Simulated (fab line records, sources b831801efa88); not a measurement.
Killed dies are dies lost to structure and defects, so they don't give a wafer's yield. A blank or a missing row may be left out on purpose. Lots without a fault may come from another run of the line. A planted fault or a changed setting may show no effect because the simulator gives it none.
Problem report in the 8D (eight disciplines) form, filled by code | flow gf180mcu | the parts of the form that need people (team, actions taken, sign-off) are left out

1. THE PROBLEM
cd_nm at GF_HV_LDD_CD_MEAS_46 reads a mean of 292.7 nm on 6 wafers of 2 lots; wafers without a fault read 399.8 nm with a standard deviation of 2.9. That is -37 standard deviations from the usual mean.
The step: target cd 400 nm.
First seen on wafer L567.2, day 17 11:10, on cd_sem-01. The record holds 39 wafers of 13 lots with a number at this step. Rule for "out", or "out of limits": more than 4 standard deviations from the usual mean. The other wafers with a number count as sound.

2. WHAT IT IS AND WHAT IT IS NOT
question                    | is                     | is not
which readings at this step | cd_nm                  | -
which lots                  | L567, L570             | L552, L553, L555, L556, L557, L558, L559, L560, L571, L572, L574
which wafers of those lots  | all that have a number | -
read on which gauges        | cd_sem-01              | cd_sem-02
when                        | from day 17 11:10      | up to then (24 sound wafers); but 9 sound wafers of L571, L572, L574 came after

3. SUSPECTS, AND WHAT RULES EACH OUT
Counting: a tool at a process step up to the reading stays a suspect if it ran every lot that is out and no sound lot after the first of them.
- the gauge at GF_HV_LDD_CD_MEAS_46: ruled out. All the wafers that are out were read on cd_sem-01, but those of them that GF_HV_LDD_EXPOSE_43 has rows for are out there too, on other tools.
- iline_stepper-01 at GF_HV_LDD_EXPOSE_43 (exposes mask Pplus HV AREA, target cd 400 nm): kept. It ran every lot that is out, first L567 (day 17 00:07), and no sound lot after that; its last sound lot up to then is L559 (day 14 07:04). Its own readings are out on those wafers: exposure_dose_mJ_cm2.
Left after counting: iline_stepper-01 at GF_HV_LDD_EXPOSE_43.

4. THE CAUSE (what the simulator had put in)
Process parameter drift: iline_stepper-01, from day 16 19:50 on, at GF_HV_LDD_EXPOSE_43. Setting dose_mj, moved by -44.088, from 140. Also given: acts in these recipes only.
Counting left only this tool.

5. THE CHAIN OF EFFECTS, in route order
Each row: a reading whose mean over the struck wafers that have a number lies more than 3 standard deviations from the usual. Only readings for which the record gives a usual standard deviation are gone through. hours: the time from each lot's start at the first step in this table that gives one to its start at this step, as a median over the lots. sigmas: the change in usual standard deviations.
hours | step                 | reading              | usual    | on struck wafers | change | sigmas
0     | GF_HV_LDD_EXPOSE_43  | exposure_dose_mJ_cm2 | 140.02   | 95.94            | -44.08 | -99 or more
11    | GF_HV_LDD_CD_MEAS_46 | cd_nm                | 399.8 nm | 292.7            | -107.1 | -37
The process steps in it:
- GF_HV_LDD_EXPOSE_43: exposes mask Pplus HV AREA, target cd 400 nm.

6. WHAT WOULD HAVE CAUGHT IT SOONER
In this record the first reading out of limits at a measuring or inspecting step was taken at day 17 11:10, 15 hours after the fault began at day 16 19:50.
The tool's own readings at GF_HV_LDD_EXPOSE_43 were out on every struck wafer that the step has a row for (exposure_dose_mJ_cm2): an alarm limit on them would have fired on the first of those.
Of the lots that are out (2), L570 began GF_HV_LDD_EXPOSE_43 on iline_stepper-01 after day 17 11:10. A hold on the tool at that time would have spared it.
